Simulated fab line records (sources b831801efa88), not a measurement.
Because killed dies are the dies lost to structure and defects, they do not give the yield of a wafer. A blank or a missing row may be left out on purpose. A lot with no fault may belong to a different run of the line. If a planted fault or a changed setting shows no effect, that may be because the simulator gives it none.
Which tool is to blame? / flow sky130 / at 1 step of a route of 708, 11 lots with 33 wafers sampled

== WHAT THE GAUGES SHOWED, per wafer ==
SKY_VIA1_CD_MEAS_12: target cd 150 nm.
lot=L901; measured=day 34 11:40; on=cdSem-02; cdNm (nm)=149.1 149.1 149.7
lot=L902; measured=day 34 14:56; on=cdSem-01; cdNm (nm)=147.6 147.6 148.4
lot=L903; measured=day 34 20:17; on=cdSem-01; cdNm (nm)=147.9 148.4 149.4
lot=L906; measured=day 35 20:54; on=cdSem-01; cdNm (nm)=147.0 148.1 146.8
lot=L907; measured=day 36 12:02; on=cdSem-02; cdNm (nm)=150.9 150.2 149.4
lot=L909; measured=day 37 05:03; on=cdSem-02; cdNm (nm)=150.3 152.3 152.2
lot=L911; measured=day 37 18:13; on=cdSem-02; cdNm (nm)=150.5 151.6 150.1
lot=L920; measured=day 41 00:47; on=cdSem-01; cdNm (nm)=150.3 149.8 150.9
lot=L923; measured=day 41 11:44; on=cdSem-01; cdNm (nm)=152.2 154.0 150.4
lot=L922; measured=day 41 14:22; on=cdSem-02; cdNm (nm)=148.6 149.0 147.2
lot=L921; measured=day 41 17:57; on=cdSem-02; cdNm (nm)=151.6 149.8 150.0

== TOOL THAT RAN EACH LOT (tool first, then ch and the chambers of the sampled wafers, then the start) ==
Before these readings, the record contains no process step.

== WHAT THE TOOLS THEMSELVES READ (means of the sampled wafers that have a number; where no wafer has one, the mark that the record gives instead) ==
The record holds no such reading with a usual standard deviation.

== THE ANSWER, worked out from the rows above alone ==
Rule: what is usual is taken from the lots themselves. Put in order of their means at a reading, lots are off if they are a third of the lots or fewer, leave a main group of 4 or more, and stand apart from it by a gap of 3 or more times the standard deviation of the main group's means; of several such gaps the widest counts. The tables above print the reading to a certain number of digits; a main group whose means all agree to those digits is not used. A lot without any number at a reading at which 4 lots or more have one is off too. All remaining lots with rows at the step are treated as sound. Order of review: gauges by route order, followed by the tools' own readings, for which a lot's mean as printed above is used. At the first step where some lot is off, the reading lying furthest off is the one used; lots without a number count as furthest.
No lot is off on any of the readings shown, so nothing can be concluded from this.

== WHAT THE SIMULATOR HAD INSERTED ==
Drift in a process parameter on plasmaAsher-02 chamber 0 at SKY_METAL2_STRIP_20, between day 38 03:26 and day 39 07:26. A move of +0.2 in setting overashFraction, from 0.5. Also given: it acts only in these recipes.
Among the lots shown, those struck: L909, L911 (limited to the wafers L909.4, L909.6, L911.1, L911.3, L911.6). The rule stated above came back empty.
